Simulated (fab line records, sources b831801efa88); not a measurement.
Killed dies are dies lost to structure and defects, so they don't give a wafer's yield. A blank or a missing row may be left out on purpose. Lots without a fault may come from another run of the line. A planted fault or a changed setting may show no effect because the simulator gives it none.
A struck lot beside a sound one | flow sky130 | 16 steps out of a route of 708
Sound: wafers L774.1, L774.4, L774.5. Struck: wafers L782.1, L782.3, L782.5. The cause comes at the end.
At each step with rows: each side's tool, then ch and its chambers, then its first start. Under that, the readings that differ: sound wafers | struck wafers | difference of the means | sigmas: that difference in standard deviations of wafers without a fault.
alike: readings whose means differ by less than 2 such deviations, and words and numbers that are the same on both sides. not compared: withheld readings, readings that some wafer has no value for, bounds like >300 that may hide the same value, and numbers for which the record gives no deviation and whose values overlap.
The two part at a step that has a row with sigmas, a row that says differs or no value, or rows on one side only. Numbers that don't overlap but have no deviation are shown without sigmas and don't part them. A reading that every wafer of one side lacks parts them only if that side has two wafers or more.

SKY_METAL5_SPUTTER_03: material Ti, target thk 5 nm, time 3.3 s.
  sound on pvd_sputter-03, day 44 14:28; struck on pvd_sputter-02, day 46 20:29
  reading                | sound          | struck         | difference | sigmas
  throttle_valve_pct (%) | 31.6 29.4 30.1 | 28.6 27.9 28.8 | -1.9       | -2
SKY_METAL5_SPUTTER_04: material TiN, target thk 70 nm, time 58.3 s.
  sound on pvd_sputter-03, day 44 14:29; struck on pvd_sputter-02, day 46 20:31
  reading                | sound          | struck         | difference | sigmas
  throttle_valve_pct (%) | 31.8 29.7 30.2 | 28.6 28.0 28.7 | -2.1       | -2
SKY_METAL5_RS_MEAS_05: measures by four-point-probe.
  sound on film_metro-01, day 44 14:32; struck on film_metro-04, day 46 20:34
  alike: METAL5_ALCU_RS
SKY_METAL5_THK_MEAS_06: measures by xrf.
  sound on film_metro-01, day 44 14:39; struck on film_metro-04, day 46 20:41
  reading              | sound          | struck         | difference | sigmas
  METAL5_ALCU_THK (nm) | 1146 1141 1144 | 1124 1115 1132 | -20        | -2
then, 7 steps without rows for these wafers: SKY_METAL5_DEHYDRATE_07 (time 60 s); SKY_METAL5_HMDS_08 (prime time 60 s); SKY_METAL5_COAT_09 (resist thk 1800 nm); SKY_METAL5_SOFTBAKE_10 (time 60 s); SKY_METAL5_EXPOSE_11 (exposes mask MM5, target cd 1600 nm); SKY_METAL5_PEB_12; SKY_METAL5_DEVELOP_13 (develop time 60 s).
SKY_METAL5_DESCUM_14: chemistry O2, time 11 s.
  sound on rie_metal-02 ch 0, day 45 12:32; struck on rie_metal-02 ch 0, day 47 16:29
  alike: drypump_motor_current_A, he_backside_leak_sccm, oes_product_au
  not compared: rf_hours_counter_h
SKY_METAL5_METAL_ETCH_15: etches the open film in Cl2/BCl3, stops on SiO2, target depth 1260 nm, time 252 s.
  sound on rie_metal-02 ch 0, day 45 12:36; struck on rie_metal-02 ch 0, day 47 16:31
  reading                                     | sound             | struck            | difference | sigmas
  oes_product_au (a.u.)                       | 0.887 0.895 0.897 | 0.750 0.750 0.753 | -0.142     | -30
  model.METAL5.feature_depth_nm (nm)          | 1254 1259 1266    | 913.8 917.4 921.3 | -342.2     |
  model.etch.depth_nm (nm)                    | 1254 1259 1266    | 913.8 917.4 921.3 | -342.2     |
  model.NOVOLAK_of_METAL5_COAT_09.thk_nm (nm) | 1046 1042 1051    | 1347 1342 1337    | +296       |
  alike: drypump_motor_current_A, he_backside_leak_sccm, throttle_valve_pct
  not compared: rf_hours_counter_h
SKY_METAL5_STRIP_16: strips in O2/N2.
  sound on plasma_asher-04 ch 0,1, day 45 13:04; struck on plasma_asher-02 ch 0,1, day 47 16:45
  reading                      | sound             | struck            | difference | sigmas
  strip_time_to_endpoint_s (s) | 13.19 13.17 13.22 | 16.63 16.57 16.53 | +3.38      | +34
  alike: drypump_motor_current_A, oes_product_au
  not compared: rf_hours_counter_h
then, 1 step without rows for these wafers: SKY_METAL5_STRIP_17 (strips in post etch residue remover, time 1200 s).
SKY_PAD_OPEN_PROBE_99:
  sound on prober-01, day 47 09:56; struck on prober-01, day 49 08:38
  reading                  | sound          | struck         | difference | sigmas
  defect_limited_yield (%) | 87.2 83.3 82.7 | 0 0 0          | -84        | -44
  killed_at_M4_up          | 2 1 3          | 412 417 420    | +414       | +99 or more
  killed_dies              | 63 82 85       | 492 492 492    | +415       | +44
  killed_on_rim            | 14 11 17       | 96 96 96       | +82        | +21
  sort_bin_5_function (%)  | 8.1 10.4 10.4  | 91.1 92.9 93.5 | +82.9      | +59
  sort_n_pass              | 429 410 407    | 0 0 0          | -415       | -44
  sort_yield_pct (%)       | 87.2 83.3 82.7 | 0 0 0          | -84        | -44
  alike: killed_at_M0_to_M3, killed_at_contacts, killed_at_front_end, killed_at_other, killed_open, killed_short, sort_bin_3_pad_short, sort_bin_6_memory

WHERE THEY PART
First at SKY_METAL5_SPUTTER_03; last, within this record, at SKY_PAD_OPEN_PROBE_99.

WHY: what the simulator had put in
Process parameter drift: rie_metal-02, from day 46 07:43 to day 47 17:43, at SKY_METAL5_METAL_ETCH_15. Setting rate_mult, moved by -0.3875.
